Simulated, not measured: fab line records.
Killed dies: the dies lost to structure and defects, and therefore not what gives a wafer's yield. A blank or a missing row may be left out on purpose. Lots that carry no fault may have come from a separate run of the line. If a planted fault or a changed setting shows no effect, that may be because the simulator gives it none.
fab line records	flow sky130
record: lots: 6	wafers: 18	last_day: 50
route steps=708 shown LI_CONTACT@375 LOCAL_INTERCONNECT@387 PAD_OPEN@708
lots untouched by any fault: they come from a run of this same line in which no faults occurred
start_h: hours from the record's first day to the start of the lot's first wafer shown	wait_h: hours elapsed since this lot's preceding step	" identical to the entry in the row above	L1.1+2: a single row standing in for several wafers	- no value, or no start was given	* or withheld: withheld	< > ~ a bound
route shown NAME@n: a module of which the file shows steps, and the number in the route of the first	usual: the fault-free wafers' mean and standard deviation	same: alike in all rows	chamber/n: place in a boat	sites: each site's reading	_std_site: their standard deviation	_edge_site: mean of outer sites minus mean of inner sites	radius_mm: for every site, how far away it sits from the centre of the wafer	mask NAME#n: copy n	behind: the tool/chamber that last shaped the wafer	hold: cause of the lot's hold/its duration in hours/its outcome	device: whichever transistor did not switch (one of n, p or np)	end of line: tests of these same wafers at the route's end	a step without rows: its recipe alone	killed: at the first sort, the dies lost to defects and structure; wafer yield is something else	map: per-die view of a wafer (x killed, . not killed, _ where there is no die)
set.NAME: the setting the step ran with; set.NAME@STEP: the setting that earlier step ran with	model.NAME: the simulator's own value behind a step, which no gauge read
lots seen at some steps along the route; tables by step, rows by wafer
services: when a tool's chamber went out of use (start_h, in hours from the record's first day, below 0 if earlier), for how many hours, and the reason
== steps ==
step: SKY_LI_CONTACT_OVL_MEAS_13
usual: LI_CONTACT_OVL: 4/6.5
lot.wafer	tool	chamber	start_h	wait_h	LI_CONTACT_OVL[nm]
L903.3	overlay-02	-	702.58	0.1	6
L903.5	"	-	"	"	-2
L903.6	"	-	"	"	0
L907.1	overlay-01	-	738.10	0.1	3
L907.4	"	-	"	"	9
L907.5	"	-	"	"	6
L910.1	overlay-01	-	765.55	0.1	15
L910.5	"	-	"	"	6
L910.6	"	-	"	"	7
L913.3	overlay-01	-	782.01	0.1	13
L913.4	"	-	"	"	2
L913.5	"	-	"	"	7
L918.2	overlay-02	-	843.45	0.1	-5
L918.3	"	-	"	"	-3
L918.5	"	-	"	"	1
L919.3	overlay-02	-	848.75	0.1	-8
L919.4	"	-	"	"	3
L919.5	"	-	"	"	-7
step: SKY_LI_CONTACT_ETCH_14
recipe: chemistry: N2/H2	target: BARC	ion_energy_ev: 200	source_w: 500	bias_w: 100	pressure_mtorr: 30	n2_flow_sccm: 100	h2_flow_sccm: 200	stop_on: SiO2	time_s: 45.9	target_depth_a: 600
usual: drypump_motor_current_A: 5.6/0.46	oes_product_au: 0.853/0.0045	throttle_valve_pct: 13.225/0.0091
lot.wafer	tool	chamber	start_h	wait_h	drypump_motor_current_A	oes_product_au	rf_hours_counter_h	throttle_valve_pct
L903.3	rie_diel-01	2	702.63	0.0	6.1	0.855	-	13.221
L903.5	"	2	"	"	6.1	0.860	-	13.224
L903.6	"	0	"	"	5.5	0.850	-	13.225
L907.1	rie_diel-03	3	738.13	0.0	6.2	0.857	10	13.238
L907.4	"	2	"	"	5.9	0.858	20	13.225
L907.5	"	2	"	"	5.9	0.853	-	13.233
L910.1	rie_diel-04	0	765.58	0.0	5.3	0.852	3	13.220
L910.5	"	3	"	"	6.6	0.856	-	13.219
L910.6	"	2	"	"	5.6	0.861	-	13.230
L913.3	rie_diel-03	0	782.03	0.0	5.2	0.852	4	13.239
L913.4	"	3	"	"	6.2	0.845	12	13.201
L913.5	"	3	"	"	6.2	0.855	-	13.223
L918.2	rie_diel-04	2	843.48	0.0	5.6	0.858	19	13.235
L918.3	"	0	"	"	5.3	0.856	4	13.218
L918.5	"	2	"	"	5.6	0.854	-	13.240
L919.3	rie_diel-04	0	848.78	0.0	5.3	0.851	5	13.232
L919.4	"	3	"	"	6.6	0.855	13	13.215
L919.5	"	0	"	"	5.3	0.855	-	13.225
step: SKY_LI_CONTACT_ETCH_15
recipe: target: PSG	chemistry: C4F8/O2/Ar	stop_on: Si	taper_deg: 4.15	mask_material: KrF-thick	source_w: 1500	bias_w: 1200	pressure_mtorr: 40	c4f8_flow_sccm: withheld	O2_flow_sccm: 6	Ar_flow_sccm: 300	time_s: withheld	target_depth_a: 6000
step: SKY_LI_CONTACT_STRIP_16
recipe: chemistry: O2/N2	power_w: 1400	pressure_mtorr: 1500	platen_temp_c: withheld	o2_flow_sccm: 3000	n2_flow_sccm: 300	overash_fraction: 0.5
step: SKY_LI_CONTACT_CLEAN_17
recipe: chemistry: NMP	time_s: 600	temp_c: 60	dry: n2_spin
step: SKY_LI_CONTACT_PRE_CLEAN_18
recipe: gas: Ar	time_s: 5.6	bias_v: 358
step: SKY_LI_CONTACT_SPUTTER_19
recipe: material: Ti	target_thk_nm: 20	chamber_pressure_pa: 5	power_w: 2500	substrate_temp_c: 200	time_s: 106.37
usual: throttle_valve_pct: 29.7/1.1
lot.wafer	tool	chamber	start_h	wait_h	throttle_valve_pct
L903.3	pvd_sputter-03	-	703.11	0.0	31.8
L903.5	"	-	"	"	31.5
L903.6	"	-	"	"	28.7
L907.1	pvd_sputter-01	-	738.55	0.0	29.8
L907.4	"	-	"	"	29.4
L907.5	"	-	"	"	28.7
L910.1	pvd_sputter-03	-	766.00	0.0	28.6
L910.5	"	-	"	"	29.0
L910.6	"	-	"	"	29.1
L913.3	pvd_sputter-03	-	782.47	0.0	31.5
L913.4	"	-	"	"	29.1
L913.5	"	-	"	"	29.2
L918.2	pvd_sputter-01	-	843.92	0.0	29.6
L918.3	"	-	"	"	28.5
L918.5	"	-	"	"	30.9
L919.3	pvd_sputter-03	-	849.20	0.0	29.2
L919.4	"	-	"	"	29.0
L919.5	"	-	"	"	29.0
step: SKY_LI_CONTACT_SPUTTER_20
recipe: material: TiN	target_thk_nm: 20	chamber_pressure_pa: 5	power_w: 4000	time_s: 80
step: SKY_LI_CONTACT_CVD_21
recipe: material: W	target_thk_nm: 400	time_s: 120.56	temp_c: 400	pressure_torr: 40
usual: heater_power_outer_w: 483/24	heater_power_w: 783/53
lot.wafer	tool	chamber	start_h	wait_h	heater_power_outer_w	heater_power_w
L903.3	cvd_w-01	1	703.29	0.1	470	801
L903.5	"	0	"	"	462	714
L903.6	"	1	"	"	471	822
L907.1	cvd_w-01	1	738.69	0.0	467	817
L907.4	"	0	"	"	467	698
L907.5	"	0	"	"	459	725
L910.1	cvd_w-02	0	766.14	0.0	478	749
L910.5	"	1	"	"	511	838
L910.6	"	0	"	"	479	735
L913.3	cvd_w-02	0	782.65	0.1	479	746
L913.4	"	1	"	"	506	842
L913.5	"	1	"	"	512	828
L918.2	cvd_w-02	1	844.09	0.1	522	847
L918.3	"	1	"	"	517	854
L918.5	"	1	"	"	516	842
L919.3	cvd_w-02	1	849.42	0.1	517	856
L919.4	"	1	"	"	497	836
L919.5	"	1	"	"	521	838
step: SKY_LI_CONTACT_RS_MEAS_22
recipe: thk_meas_gauge: four-point-probe	reads: W_of_LI_CONTACT_CVD_21+TiN_of_LI_CONTACT_SPUTTER_20+Ti_of_LI_CONTACT_SPUTTER_19
usual: LI_CONTACT_W_RS: 0.290/0.0031
lot.wafer	tool	chamber	start_h	wait_h	LI_CONTACT_W_RS[ohm/sq]
L903.3	film_metro-02	-	703.41	0.1	0.291
L903.5	"	-	"	"	0.291
L903.6	"	-	"	"	0.291
L907.1	film_metro-04	-	738.82	0.1	0.289
L907.4	"	-	"	"	0.295
L907.5	"	-	"	"	0.294
L910.1	film_metro-04	-	766.27	0.1	0.289
L910.5	"	-	"	"	0.288
L910.6	"	-	"	"	0.292
L913.3	film_metro-02	-	782.77	0.1	0.286
L913.4	"	-	"	"	0.290
L913.5	"	-	"	"	0.288
L918.2	film_metro-02	-	844.32	0.2	0.293
L918.3	"	-	"	"	0.288
L918.5	"	-	"	"	0.287
L919.3	film_metro-02	-	849.63	0.2	0.288
L919.4	"	-	"	"	0.289
L919.5	"	-	"	"	0.291
step: SKY_LI_CONTACT_THK_MEAS_23
recipe: thk_meas_gauge: xrf	reads: W_of_LI_CONTACT_CVD_21
usual: LI_CONTACT_W_THK: 386/4.5
lot.wafer	tool	chamber	start_h	wait_h	LI_CONTACT_W_THK[nm]
L903.3	film_metro-02	-	703.51	0.1	384
L903.5	"	-	"	"	387
L903.6	"	-	"	"	386
L907.1	film_metro-04	-	738.94	0.1	384
L907.4	"	-	"	"	377
L907.5	"	-	"	"	377
L910.1	film_metro-04	-	766.39	0.1	387
L910.5	"	-	"	"	389
L910.6	"	-	"	"	386
L913.3	film_metro-02	-	782.87	0.1	393
L913.4	"	-	"	"	388
L913.5	"	-	"	"	391
L918.2	film_metro-02	-	844.43	0.1	376
L918.3	"	-	"	"	387
L918.5	"	-	"	"	387
L919.3	film_metro-02	-	849.73	0.1	388
L919.4	"	-	"	"	388
L919.5	"	-	"	"	383
step: SKY_LI_CONTACT_CMP_24
recipe: stop_on: PSG	t_overpolish_s: 20	down_force_psi: 3.5	platen_rpm: 60	target_thk_nm: 0	pad_velocity_m_s: 0.94248
usual: motor_current_A: 11.3/1.9	overpolish_run_s: 19.999/0.0096	time_to_endpoint_s: 95/3.4
lot.wafer	tool	chamber	start_h	wait_h	motor_current_A	overpolish_run_s	time_to_endpoint_s
L903.3	cmp-01	2	703.55	0.0	14.6	19.996	97
L903.5	"	2	"	"	14.5	19.996	94
L903.6	"	3	"	"	9.1	19.990	97
L907.1	cmp-02	1	739.10	0.1	12.0	19.999	93
L907.4	"	2	"	"	10.8	19.991	90
L907.5	"	3	"	"	10.3	20.008	93
L910.1	cmp-02	1	766.50	0.1	12.9	20.014	94
L910.5	"	0	"	"	10.3	19.996	93
L910.6	"	1	"	"	12.4	19.995	92
L913.4	cmp-01	2	782.91	0.0	14.2	20.003	89
L913.3	"	3	"	"	8.7	19.987	92
L913.5	"	3	"	"	9.0	19.995	90
L918.2	cmp-01	3	844.48	0.0	8.9	20.008	92
L918.3	"	1	"	"	12.9	19.987	99
L918.5	"	3	"	"	8.7	19.995	94
L919.4	cmp-01	1	849.77	0.0	12.3	20.004	100
L919.3	"	0	"	"	11.1	20.001	93
L919.5	"	1	"	"	12.6	20.000	98
step: SKY_LOCAL_INTERCONNECT_SPUTTER_00
recipe: material: TiN	target_thk_nm: 100	temp_c: 300	power_w: 6500	time_s: 83.3	chamber_pressure_pa: 0.4
usual: throttle_valve_pct: 30.0/0.91
lot.wafer	tool	chamber	start_h	wait_h	throttle_valve_pct	model.TiN_of_LOCAL_INTERCONNECT_SPUTTER_00.thk_nm
L903.3	pvd_sputter-02	-	703.85	0.2	28.8	99.04
L903.5	"	-	"	"	28.8	100.3
L903.6	"	-	"	"	31.1	99.31
L907.1	pvd_sputter-04	-	739.30	0.1	29.6	99.51
L907.4	"	-	"	"	30.9	99.25
L907.5	"	-	"	"	29.7	100.3
L910.1	pvd_sputter-04	-	766.75	0.2	30.5	99.7
L910.5	"	-	"	"	29.7	99.03
L910.6	"	-	"	"	29.6	98.91
L913.3	pvd_sputter-02	-	783.21	0.2	31.1	98.74
L913.4	"	-	"	"	28.9	99.64
L913.5	"	-	"	"	28.7	98.99
L918.2	pvd_sputter-02	-	844.78	0.2	31.1	101.4
L918.3	"	-	"	"	28.8	101.2
L918.5	"	-	"	"	28.6	93.5
L919.3	pvd_sputter-02	-	850.07	0.1	31.2	100
L919.4	"	-	"	"	28.2	90.95
L919.5	"	-	"	"	28.7	91.94
step: SKY_LOCAL_INTERCONNECT_RS_MEAS_01
recipe: thk_meas_gauge: four-point-probe	reads: TiN_of_LOCAL_INTERCONNECT_SPUTTER_00
usual: LOCAL_INTERCONNECT_TIN_RS: 14.23/0.16
lot.wafer	tool	chamber	start_h	wait_h	LOCAL_INTERCONNECT_TIN_RS[ohm/sq]
L903.3	film_metro-03	-	703.96	0.1	14.31
L903.5	"	-	"	"	14.12
L903.6	"	-	"	"	14.24
L907.1	film_metro-03	-	739.37	0.0	14.25
L907.4	"	-	"	"	14.27
L907.5	"	-	"	"	14.13
L910.1	film_metro-01	-	766.81	0.0	14.18
L910.5	"	-	"	"	14.29
L910.6	"	-	"	"	14.30
L913.3	film_metro-01	-	783.32	0.1	14.37
L913.4	"	-	"	"	14.19
L913.5	"	-	"	"	14.30
L918.2	film_metro-01	-	844.87	0.1	13.94
L918.3	"	-	"	"	13.98
L918.5	"	-	"	"	15.20
L919.3	film_metro-03	-	850.17	0.1	14.16
L919.4	"	-	"	"	15.65
L919.5	"	-	"	"	15.42
step: SKY_LOCAL_INTERCONNECT_THK_MEAS_02
recipe: thk_meas_gauge: xrf	reads: TiN_of_LOCAL_INTERCONNECT_SPUTTER_00
usual: LOCAL_INTERCONNECT_TIN_THK: 98.8/1.1
lot.wafer	tool	chamber	start_h	wait_h	LOCAL_INTERCONNECT_TIN_THK[nm]
L903.3	film_metro-03	-	704.06	0.1	98.9
L903.5	"	-	"	"	99.8
L903.6	"	-	"	"	99.0
L907.1	film_metro-03	-	739.49	0.1	98.4
L907.4	"	-	"	"	98.7
L907.5	"	-	"	"	99.3
L910.1	film_metro-01	-	766.93	0.1	97.9
L910.5	"	-	"	"	97.4
L910.6	"	-	"	"	97.1
L913.3	film_metro-01	-	783.42	0.1	98.1
L913.4	"	-	"	"	99.0
L913.5	"	-	"	"	98.5
L918.2	film_metro-01	-	844.98	0.1	100.6
L918.3	"	-	"	"	100.4
L918.5	"	-	"	"	92.6
L919.3	film_metro-03	-	850.27	0.1	99.4
L919.4	"	-	"	"	90.4
L919.5	"	-	"	"	91.2
step: SKY_LOCAL_INTERCONNECT_DEHYDRATE_03
recipe: temp_c: 200	time_s: 60
step: SKY_LOCAL_INTERCONNECT_HMDS_04
recipe: prime_time_s: 60	prime_temp_c: 120
step: SKY_LOCAL_INTERCONNECT_COAT_05
recipe: resist: BARC	temp_c: withheld	time_s: withheld	spin_rpm: 3000	resist_thk_nm: 60
step: SKY_LOCAL_INTERCONNECT_COAT_06
recipe: resist: KrF-thick	spin_rpm: 3000	resist_thk_nm: 450
step: SKY_LOCAL_INTERCONNECT_SOFTBAKE_07
recipe: temp_c: 100	time_s: 90	resist: KrF-thick
step: SKY_LOCAL_INTERCONNECT_EXPOSE_08
recipe: mask_id: LI1M	na: 0.8	source_shape: annular	sigma_inner: 0.55	sigma_outer: 0.85	target_cd_nm: 170	dose_mj: 28
step: SKY_LOCAL_INTERCONNECT_PEB_09
recipe: peb_temp_c: withheld	peb_time_s: withheld	resist: KrF-thick
step: SKY_LOCAL_INTERCONNECT_DEVELOP_10
recipe: develop_time_s: 60	resist: KrF-thick	dev_temp_c: 21
step: SKY_LOCAL_INTERCONNECT_CD_MEAS_11
recipe: target_cd_nm: 170
usual: cd_nm: 170.6/1.5
lot.wafer	tool	chamber	start_h	wait_h	cd_nm
L903.3	cd_sem-02	-	731.97	-	169.4
L903.5	"	-	"	"	170.4
L903.6	"	-	"	"	170.6
L907.1	cd_sem-02	-	767.12	-	168.3
L907.4	"	-	"	"	170.1
L907.5	"	-	"	"	170.1
L910.1	cd_sem-02	-	793.93	-	169.3
L910.5	"	-	"	"	169.4
L910.6	"	-	"	"	169.2
L913.3	cd_sem-02	-	809.67	-	172.5
L913.4	"	-	"	"	170.9
L913.5	"	-	"	"	171.2
L918.2	cd_sem-01	-	871.59	-	173.8
L918.3	"	-	"	"	173.2
L918.5	"	-	"	"	173.8
L919.3	cd_sem-02	-	876.17	-	171.8
L919.4	"	-	"	"	172.2
L919.5	"	-	"	"	170.2
step: SKY_LOCAL_INTERCONNECT_OVL_MEAS_12
usual: LOCAL_INTERCONNECT_OVL: 1/4.6
lot.wafer	tool	chamber	start_h	wait_h	LOCAL_INTERCONNECT_OVL[nm]
L903.3	overlay-02	-	732.07	0.1	-4
L903.5	"	-	"	"	-2
L903.6	"	-	"	"	4
L907.1	overlay-01	-	767.24	0.1	-3
L907.4	"	-	"	"	-1
L907.5	"	-	"	"	-2
L910.1	overlay-02	-	794.05	0.1	10
L910.5	"	-	"	"	10
L910.6	"	-	"	"	5
L913.3	overlay-02	-	809.76	0.1	1
L913.4	"	-	"	"	0
L913.5	"	-	"	"	9
L918.2	overlay-01	-	871.70	0.1	1
L918.3	"	-	"	"	-7
L918.5	"	-	"	"	-8
L919.3	overlay-01	-	876.26	0.1	4
L919.4	"	-	"	"	7
L919.5	"	-	"	"	-6
step: SKY_LOCAL_INTERCONNECT_ETCH_13
recipe: chemistry: N2/H2	target: BARC	ion_energy_ev: 200	bias_w: 100	pressure_mtorr: 30	n2_flow_sccm: 100	h2_flow_sccm: 200	icp_w: 500	stop_on: SiO2	time_s: 45.9	target_depth_a: 600
usual: drypump_motor_current_A: 5.5/0.47	oes_product_au: 0.854/0.0043	throttle_valve_pct: 13.226/0.0091
lot.wafer	tool	chamber	start_h	wait_h	drypump_motor_current_A	oes_product_au	rf_hours_counter_h	throttle_valve_pct
L903.3	rie_metal-02	0	732.11	0.0	6.0	0.853	-	13.240
L903.5	"	0	"	"	6.0	0.855	-	13.212
L903.6	"	1	"	"	5.3	0.853	-	13.225
L907.1	rie_metal-02	1	767.28	0.0	5.3	0.854	14	13.227
L907.4	"	0	"	"	6.0	0.855	-	13.222
L907.5	"	0	"	"	6.0	0.848	-	13.226
L910.1	rie_metal-04	1	794.08	0.0	4.8	0.859	7	13.231
L910.5	"	0	"	"	5.8	0.856	-	13.240
L910.6	"	1	"	"	4.8	0.850	-	13.230
L913.3	rie_metal-01	0	809.81	0.0	5.1	0.857	-	13.245
L913.4	"	1	"	"	6.2	0.849	-	13.216
L913.5	"	1	"	"	6.1	0.860	-	13.230
L918.2	rie_metal-02	1	871.75	0.0	5.3	0.851	-	13.223
L918.3	"	1	"	"	5.3	0.855	-	13.233
L918.5	"	1	"	"	5.3	0.851	-	13.245
L919.3	rie_metal-01	0	876.30	0.0	5.1	0.858	-	13.217
L919.4	"	1	"	"	6.2	0.862	-	13.211
L919.5	"	1	"	"	6.2	0.852	-	13.208
step: SKY_LOCAL_INTERCONNECT_METAL_ETCH_14
recipe: target_depth_nm: 110	stop_on: PSG	chemistry: Cl2/BCl3	target: TiN	resist_sidewall_deg: 88	pressure_mtorr: 10	icp_w: 900	bias_w: 48.5	Cl2_flow_sccm: 60	bcl3_flow_sccm: 30	time_s: 31.4
usual: drypump_motor_current_A: 5.5/0.47	mfc_cl2_sccm: 60.01/0.18	oes_product_au: 0.938/0.0077	throttle_valve_pct: 21.903/0.0093
lot.wafer	tool	chamber	start_h	wait_h	drypump_motor_current_A	mfc_cl2_sccm	oes_product_au	rf_hours_counter_h	throttle_valve_pct
L903.3	rie_metal-02	0	732.17	0.0	6.0	60.05	0.936	-	21.904
L903.5	"	0	"	"	6.0	59.68	0.937	-	21.901
L903.6	"	1	"	"	5.3	59.92	0.930	-	21.892
L907.1	rie_metal-02	1	767.34	0.0	5.3	60.22	0.945	15	21.894
L907.4	"	0	"	"	6.0	60.27	0.932	-	21.905
L907.5	"	0	"	"	6.0	60.30	0.940	-	21.894
L910.1	rie_metal-04	1	794.15	0.0	4.8	59.75	0.943	7	21.917
L910.5	"	0	"	"	5.8	59.93	0.929	-	21.917
L910.6	"	1	"	"	4.7	59.79	0.928	-	21.905
L913.3	rie_metal-01	0	809.89	0.1	5.1	60.12	0.934	-	21.910
L913.4	"	1	"	"	6.1	60.08	0.937	-	21.897
L913.5	"	1	"	"	6.1	60.21	0.931	-	21.901
L918.2	rie_metal-02	1	871.87	0.1	5.3	60.00	0.948	-	21.889
L918.3	"	1	"	"	5.3	60.34	0.952	-	21.884
L918.5	"	1	"	"	5.3	59.82	0.911	-	21.924
L919.3	rie_metal-01	0	876.36	0.0	5.1	59.79	0.939	-	21.904
L919.4	"	1	"	"	6.2	59.72	0.885	-	21.940
L919.5	"	1	"	"	6.1	59.88	0.899	-	21.938
step: SKY_LOCAL_INTERCONNECT_STRIP_15
recipe: chemistry: O2/N2	power_w: 1400	pressure_mtorr: 1500	platen_temp_c: withheld	o2_flow_sccm: 3000	n2_flow_sccm: 300	overash_fraction: 0.5
step: SKY_LOCAL_INTERCONNECT_STRIP_16
recipe: chemistry: post_etch_residue_remover	time_s: 1200	temp_c: 72.5
lot.wafer	tool	chamber	start_h	wait_h	model.TiN_of_LOCAL_INTERCONNECT_SPUTTER_00.thk_nm
L903.3	wet_bench-04	0	732.30	0.0	98.61
L903.5	"	0	"	"	99.88
L903.6	"	0	"	"	98.89
L907.1	wet_bench-01	2	767.50	0.1	99.09
L907.4	"	2	"	"	98.82
L907.5	"	2	"	"	99.91
L910.1	wet_bench-03	1	794.30	0.1	99.28
L910.5	"	1	"	"	98.61
L910.6	"	1	"	"	98.49
L913.3	wet_bench-04	3	810.03	0.0	98.31
L913.4	"	3	"	"	99.22
L913.5	"	3	"	"	98.56
L918.2	wet_bench-04	2	872.06	0.1	101
L918.3	"	2	"	"	100.7
L918.5	"	2	"	"	93.1
L919.3	wet_bench-01	3	876.50	0.0	99.57
L919.4	"	3	"	"	90.53
L919.5	"	3	"	"	91.52
step: SKY_LOCAL_INTERCONNECT_CLEAN_17
recipe: chemistry: IPA	time_s: 180	temp_c: 25
step: SKY_PAD_OPEN_PROBE_99
usual: killed_at_M0_to_M3: 44/7.4	killed_at_M4_up: 3.1/1.8	killed_at_contacts: 25/6	killed_at_front_end: 15/4.4	killed_at_other: 0.3/0.49	killed_dies: 88/10	killed_open: 48/7.4	killed_short: 39/6.3
same: gross_dies: 492	killed_at_back_side: 0
lot.wafer	tool	chamber	start_h	wait_h	killed_at_M0_to_M3	killed_at_M4_up	killed_at_contacts	killed_at_front_end	killed_at_other	killed_dies	killed_open	killed_short	model.etest.res_li.line_ohm_um	model.etest.res_li.rs_ohm_sq
L903.3	prober-02	-	1098.29	0.2	36	3	20	9	0	68	36	32	76.23	12.82
L903.5	prober-02	-	1098.39	0.2	35	2	31	15	0	83	36	47	74.97	12.67
L903.6	prober-02	-	1098.44	0.2	54	3	25	10	0	92	47	45	75.69	12.81
L910.6	prober-01	-	1144.51	0.2	38	4	24	15	0	81	45	36	76.08	12.84
L913.3	prober-02	-	1156.31	0.2	61	6	23	21	0	111	63	45	74.61	12.89
L913.4	prober-02	-	1156.36	0.2	50	6	22	19	0	97	48	49	74.61	12.72
L913.5	prober-02	-	1156.41	0.2	45	5	26	16	0	92	48	44	75.6	12.96
L918.5	prober-01	-	1199.36	0.2	43	0	30	18	1	92	53	38	78.86	13.65
L919.3	prober-02	-	1202.23	0.2	50	1	35	14	0	100	48	49	73.48	12.75
L919.4	prober-02	-	1202.28	0.2	34	2	22	11	1	70	40	30	81.63	14.02
L919.5	prober-02	-	1202.33	0.2	50	4	34	16	1	105	55	47	81.21	13.88
killed by level:class
L903.3 VIA1:geometric_particle:open=10 METAL2:geometric_particle:short=6 FIELD_ISO:geometric_particle:short=5 LI_CONTACT:geometric_particle:open=5 CONTACT:geometric_particle:open=5 VIA2:geometric_particle:open=5 LOCAL_INTERCONNECT:geometric_particle:short=4 METAL1:geometric_particle:short=4
L903.5 METAL2:geometric_particle:short=10 CONTACT:geometric_particle:open=7 FIELD_ISO:geometric_particle:short=6 LI_CONTACT:geometric_particle:open=6 CONTACT:geometric_particle:short=6 VIA1:geometric_particle:short=6 VIA3:geometric_particle:open=6 LI_CONTACT:geometric_particle:short=5
L903.6 VIA1:geometric_particle:open=17 LI_CONTACT:geometric_particle:open=11 VIA1:geometric_particle:short=9 METAL1:geometric_particle:short=8 CONTACT:geometric_particle:open=6 FIELD_ISO:geometric_particle:short=5 METAL2:geometric_particle:short=5 VIA2:geometric_particle:open=5
L910.6 LI_CONTACT:geometric_particle:open=8 CONTACT:geometric_particle:open=8 VIA3:geometric_particle:open=8 METAL1:geometric_particle:short=5 METAL2:geometric_particle:short=5 FIELD_ISO:geometric_particle:open=4 POLY_GATE:geometric_particle:short=4 METAL3:geometric_particle:short=4
L913.3 VIA1:geometric_particle:open=11 VIA3:geometric_particle:open=10 CONTACT:geometric_particle:open=10 METAL1:geometric_particle:short=10 VIA2:geometric_particle:open=9 POLY_GATE:geometric_particle:open=8 METAL2:geometric_particle:short=7 LI_CONTACT:geometric_particle:open=5
L913.4 VIA1:geometric_particle:open=13 VIA2:geometric_particle:open=10 CONTACT:geometric_particle:open=8 METAL2:geometric_particle:short=8 POLY_GATE:geometric_particle:short=6 LI_CONTACT:geometric_particle:open=6 VIA1:geometric_particle:short=6 CONTACT:geometric_particle:short=5
L913.5 METAL2:geometric_particle:short=10 CONTACT:geometric_particle:open=10 LI_CONTACT:geometric_particle:open=8 METAL1:geometric_particle:short=7 VIA1:geometric_particle:open=7 VIA2:geometric_particle:open=6 FIELD_ISO:geometric_particle:short=4 SPACER:geometric_particle:short=4
L918.5 CONTACT:geometric_particle:open=16 VIA1:geometric_particle:open=9 METAL1:geometric_particle:short=7 VIA2:geometric_particle:open=7 FIELD_ISO:geometric_particle:short=5 LI_CONTACT:geometric_particle:open=5 CONTACT:geometric_particle:short=5 VIA2:geometric_particle:short=5
L919.3 LI_CONTACT:geometric_particle:open=12 CONTACT:geometric_particle:open=11 CONTACT:geometric_particle:short=9 VIA1:geometric_particle:open=8 METAL1:geometric_particle:short=8 POLY_GATE:geometric_particle:short=7 METAL2:geometric_particle:short=7 VIA3:geometric_particle:open=6
L919.4 CONTACT:geometric_particle:short=6 VIA1:geometric_particle:open=6 VIA3:geometric_particle:open=6 CONTACT:geometric_particle:open=5 LOCAL_INTERCONNECT:geometric_particle:short=4 VIA2:geometric_particle:short=4 VIA2:geometric_particle:open=4 FIELD_ISO:geometric_particle:open=3
L919.5 CONTACT:geometric_particle:open=11 VIA1:geometric_particle:open=11 LI_CONTACT:geometric_particle:open=9 VIA3:geometric_particle:short=7 VIA2:geometric_particle:open=6 VIA2:geometric_particle:short=6 LOCAL_INTERCONNECT:geometric_particle:short=5 CONTACT:geometric_particle:short=5
== services ==
tool	chamber	start_h	hours	kind
pvd_sputter-03	-	680.12	0.6	repair
rie_metal-01	-	689.72	0.7	repair
pvd_sputter-02	-	690.98	2.7	repair
pvd_sputter-03	-	716.17	9.4	repair
rie_metal-02	0	718.64	4.6	repair
cmp-01	-	741.06	4.6	pm
cmp-01	-	747.75	0.6	repair
cvd_w-02	-	750.53	1.5	repair
cvd_w-02	-	766.68	3.2	repair
cvd_w-02	-	769.83	4.3	pm
rie_diel-04	-	770.10	4.3	pm
cmp-01	-	777.48	1.3	repair
cmp-01	-	780.97	1.6	repair
rie_metal-02	0	802.16	16.8	repair
cvd_w-02	0	813.04	42.2	repair
rie_metal-02	-	822.78	1.4	pm
rie_diel-04	0	824.30	7.4	repair
pvd_sputter-02	-	828.43	2.8	repair
pvd_sputter-02	-	835.56	3.0	repair
rie_diel-04	1	840.81	7.8	repair
rie_metal-01	1	845.90	17.6	repair
rie_metal-02	0	855.72	25.8	repair
cmp-01	-	860.10	0.2	repair
cvd_w-02	-	869.05	0.4	repair
== key ==
first_sign: step: SKY_LOCAL_INTERCONNECT_RS_MEAS_01	reading: LOCAL_INTERCONNECT_TIN_RS	direction: up	sigmas: 7.3	usual: 14.23	struck: 15.42
effect: step: SKY_LOCAL_INTERCONNECT_THK_MEAS_02	reading: LOCAL_INTERCONNECT_TIN_THK	direction: down	sigmas: 6.5	usual: 98.8	struck: 91.4
effect: step: SKY_LOCAL_INTERCONNECT_METAL_ETCH_14	reading: oes_product_au	direction: down	sigmas: 5.1	usual: 0.938	struck: 0.898
model_effect: step: SKY_LOCAL_INTERCONNECT_SPUTTER_00	value: TiN_of_LOCAL_INTERCONNECT_SPUTTER_00.thk_nm	without: 100.2	struck: 92.13
model_effect: step: SKY_LOCAL_INTERCONNECT_STRIP_16	value: TiN_of_LOCAL_INTERCONNECT_SPUTTER_00.thk_nm	without: 99.73	struck: 91.71
model_effect: step: SKY_PAD_OPEN_PROBE_99	value: etest.res_li.line_ohm_um	without: 74.15	struck: 80.57
met_at SKY_LOCAL_INTERCONNECT_SPUTTER_00
struck_wafers L918.5,L919.4,L919.5
tester_left_out L918,L919
onset_between 783.21 844.78
fault: kind: process_parameter_drift	tool: pvd_sputter-02	chamber: -	onset_h: 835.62	steps: SKY_LOCAL_INTERCONNECT_SPUTTER_00	channel: time_s	offset: *	shape: step	end_h: 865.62	scope: struck_wafers_only	acts_in: *	stated: *
tester_left_out: of these lots the tester's yield and bins aren't shown, on N5 and GAA mostly nor the transistor test; their killed dies are dies lost to structure and defects alone, not to doping, threshold or leakage, so they don't give the yield
